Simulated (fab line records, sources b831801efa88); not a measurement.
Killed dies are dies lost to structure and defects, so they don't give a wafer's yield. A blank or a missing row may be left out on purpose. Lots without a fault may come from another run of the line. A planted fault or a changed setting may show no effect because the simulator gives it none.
A struck lot beside a sound one | flow sfq_line | 42 steps out of a route of 325
Sound: wafers L276.2, L276.3, L276.4. Struck: wafers L279.3, L279.6. (L279.4 of the same lot was not struck and is left out.) The cause comes at the end.
At each step with rows: each side's tool, then ch and its chambers, then its first start. Under that, the readings that differ: sound wafers | struck wafers | difference of the means | sigmas: that difference in standard deviations of wafers without a fault.
alike: readings whose means differ by less than 2 such deviations, and words and numbers that are the same on both sides. not compared: withheld readings, readings that some wafer has no value for, bounds like >300 that may hide the same value, and numbers for which the record gives no deviation and whose values overlap.
The two part at a step that has a row with sigmas, a row that says differs or no value, or rows on one side only. Numbers that don't overlap but have no deviation are shown without sigmas and don't part them. A reading that every wafer of one side lacks parts them only if that side has two wafers or more.

first, 6 steps without rows for these wafers: SFQ_TRILAYER_M1_LITHO_COAT_044 (resist thk 62 nm); SFQ_TRILAYER_M1_LITHO_COAT_039 (resist thk 600 nm); SFQ_TRILAYER_M1_LITHO_SOFTBAKE_043; SFQ_TRILAYER_M1_LITHO_EXPOSE_040 (exposes mask M1, target cd 500 nm); SFQ_TRILAYER_M1_LITHO_PEB_042 (peb time 60 s); SFQ_TRILAYER_M1_LITHO_DEVELOP_041 (time 60 s).
SFQ_M1_OVL_MEAS_911:
  sound on overlay-01, day 23 15:52; struck on overlay-02, day 25 05:44
  alike: M1_OVL
then, 4 steps without rows for these wafers: SFQ_TRILAYER_M1_BARC_OPEN_METAL_ETCH_054 (etches BARC in O2, target depth 125 nm, time 41.7 s); SFQ_TRILAYER_M1_ETCH_METAL_ETCH_042 (etches Nb in Cl2/Ar, stops on SiO2, target depth 240 nm, time 120 s); SFQ_TRILAYER_M1_STRIP_STRIP_043 (strips in O2); SFQ_TRILAYER_M1_STRIP_SOLV_CLEAN_044 (cleans in NMP, time 600 s).
SFQ_TRILAYER_I1_DEP_PECVD_045: deposits SiO2 from SiH4/N2O, time 111.11 s, target thk 500 nm.
  sound on pecvd-03 ch 0,1, day 23 16:51; struck on pecvd-03 ch 0, day 25 06:44
  alike: chamber_pressure_Torr, heater_power_w, throttle_valve_pct
SFQ_TRILAYER_I1_CMP_CMP_046: polishes SiO2.
  sound on cmp-02 ch 1,2,3, day 23 18:45; struck on cmp-02 ch 0, day 25 06:48
  reading                                             | sound             | struck      | difference | sigmas
  time_to_endpoint_s (s)                              | 203 210 213       | 178 187     | -26        | -3
  model.SiO2_of_TRILAYER_I1_DEP_PECVD_045.thk_nm (nm) | 198.2 196.9 200.7 | 251.7 250.5 | +52.5      |
  alike: motor_current_A, slurry_filter_dp_kPa, slurry_flow_ml_min
SFQ_I1_BOW_MEAS_912:
  sound on film_metro-01, day 23 21:46; struck on film_metro-02, day 25 09:50
  alike: I1_BOW
SFQ_TRILAYER_I1_METRO_MEASURE_047:
  sound on film_metro-01, day 23 22:04; struck on film_metro-02, day 25 10:19
  reading     | sound             | struck      | difference | sigmas
  thk_nm (nm) | 198.1 196.8 200.6 | 251.7 250.5 | +52.6      | +44
then, 6 steps without rows for these wafers: SFQ_TRILAYER_I1_VIA_LITHO_COAT_054 (resist thk 62 nm); SFQ_TRILAYER_I1_VIA_LITHO_COAT_049 (resist thk 650 nm); SFQ_TRILAYER_I1_VIA_LITHO_SOFTBAKE_053; SFQ_TRILAYER_I1_VIA_LITHO_EXPOSE_050 (exposes mask I1, target cd 500 nm); SFQ_TRILAYER_I1_VIA_LITHO_PEB_052 (peb time 60 s); SFQ_TRILAYER_I1_VIA_LITHO_DEVELOP_051 (time 60 s).
SFQ_I1_OVL_MEAS_913:
  sound on overlay-02, day 24 11:10; struck on overlay-02, day 25 13:31
  alike: I1_OVL
SFQ_TRILAYER_I1_VIA_BARC_OPEN_VIA_ETCH_071: etches BARC in O2, target depth 125 nm, time 41.7 s.
  sound on rie_diel-02 ch 0,1,3, day 24 11:11; struck on rie_diel-04 ch 1, day 25 13:32
  alike: chamber_pressure_mTorr, drypump_motor_current_A, oes_product_au
  not compared: rf_hours_counter_h
SFQ_TRILAYER_I1_VIA_ETCH_VIA_ETCH_052: etches SiO2 in CHF3, stops on Nb, target depth 260 nm.
  sound on rie_diel-02 ch 0,1,3, day 24 11:14; struck on rie_diel-04 ch 1, day 25 13:35
  reading                        | sound             | struck      | difference | sigmas
  oes_product_au (a.u.)          | 0.854 0.841 0.861 | 0.980 0.977 | +0.126     | +23
  model.etch.depth_nm (nm)       | 198.2 196.9 200.7 | 251.7 250.5 | +52.5      |
  model.I1.feature_depth_nm (nm) | 198.2 196.9 200.7 | 251.7 250.5 | +52.5      |
  alike: chamber_pressure_mTorr, drypump_motor_current_A
SFQ_TRILAYER_I1_VIA_STRIP_STRIP_053: strips in O2.
  sound on rie_metal-03 ch 0,1, day 24 11:20; struck on rie_metal-01 ch 1, day 25 14:05
  reading                     | sound       | struck  | difference | sigmas
  drypump_motor_current_A (A) | 5.0 5.0 5.7 | 6.1 6.1 | +0.9       | +2
  alike: chamber_pressure_mTorr, oes_product_au
  not compared: rf_hours_counter_h
then, 1 step without rows for these wafers: SFQ_TRILAYER_I1_VIA_STRIP_SOLV_CLEAN_054 (cleans in NMP, time 600 s).
SFQ_TRILAYER_M2_DEP_PRE_CLEAN_056: time 22.5 s.
  sound on pvd_sputter-04, day 24 12:07; struck on pvd_sputter-05, day 25 15:04
  reading                                             | sound             | struck    | difference | sigmas
  model.SiO2_of_TRILAYER_I1_DEP_PECVD_045.thk_nm (nm) | 190.7 189.4 193.2 | 244.2 243 | +52.5      |
SFQ_TRILAYER_M2_DEP_SPUTTER_055: material Nb, target thk 200 nm, time 133.3 s.
  sound on pvd_sputter-04, day 24 12:09; struck on pvd_sputter-05, day 25 15:05
  alike: throttle_valve_pct
SFQ_M2_RS_MEAS_914: measures by four-point-probe.
  sound on film_metro-02, day 24 12:16; struck on film_metro-02, day 25 15:13
  alike: M2_NB_RS
then, 6 steps without rows for these wafers: SFQ_TRILAYER_M2_LITHO_COAT_062 (resist thk 62 nm); SFQ_TRILAYER_M2_LITHO_COAT_057 (resist thk 600 nm); SFQ_TRILAYER_M2_LITHO_SOFTBAKE_061; SFQ_TRILAYER_M2_LITHO_EXPOSE_058 (exposes mask M2, target cd 500 nm); SFQ_TRILAYER_M2_LITHO_PEB_060 (peb time 60 s); SFQ_TRILAYER_M2_LITHO_DEVELOP_059 (time 60 s).
-- the record jumps here: 7 days lie between the struck wafers' starts before and after --
SFQ_M2_OVL_MEAS_916:
  sound on overlay-01, day 30 21:43; struck on overlay-01, day 32 05:02
  alike: M2_OVL
then, 1 step without rows for these wafers: SFQ_TRILAYER_M2_BARC_OPEN_METAL_ETCH_077 (etches BARC in O2, target depth 125 nm, time 41.7 s).
SFQ_TRILAYER_M2_ETCH_METAL_ETCH_060: etches Nb in Cl2/Ar, stops on SiO2, target depth 240 nm, time 120 s.
  sound on rie_metal-02 ch 0,1, day 30 21:48; struck on rie_metal-01 ch 1, day 32 05:10
  alike: chamber_pressure_mTorr, drypump_motor_current_A, oes_product_au
  not compared: rf_hours_counter_h
then, 3 steps without rows for these wafers: SFQ_TRILAYER_M2_STRIP_STRIP_061 (strips in O2); SFQ_TRILAYER_M2_STRIP_SOLV_CLEAN_062 (cleans in NMP, time 600 s); SFQ_TRILAYER_I2_DEP_PECVD_063 (deposits SiO2 from SiH4/N2O, time 111.11 s, target thk 500 nm).
-- the record jumps here: 46 days lie between the struck wafers' starts before and after --
SFQ_M8_BOW_MEAS_951:
  sound on film_metro-03, day 69 01:45; struck on film_metro-01, day 77 18:57
  reading                 | sound            | struck     | difference | sigmas
  model.etest.i1.link_ohm | 1.961 1.967 1.97 | 2.011 2.03 | +0.055     |
  alike: M8_BOW

WHERE THEY PART
First at SFQ_TRILAYER_I1_CMP_CMP_046; last, within this record, at SFQ_TRILAYER_I1_VIA_STRIP_STRIP_053. Later steps at which nothing parts them and some readings are alike: SFQ_TRILAYER_M2_DEP_SPUTTER_055, SFQ_M2_RS_MEAS_914, SFQ_M2_OVL_MEAS_916, SFQ_TRILAYER_M2_ETCH_METAL_ETCH_060, SFQ_M8_BOW_MEAS_951.

WHY: what the simulator had put in
Process parameter drift: cmp-02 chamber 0, from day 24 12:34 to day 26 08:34, at SFQ_TRILAYER_I1_CMP_CMP_046. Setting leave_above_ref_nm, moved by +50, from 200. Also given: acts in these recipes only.
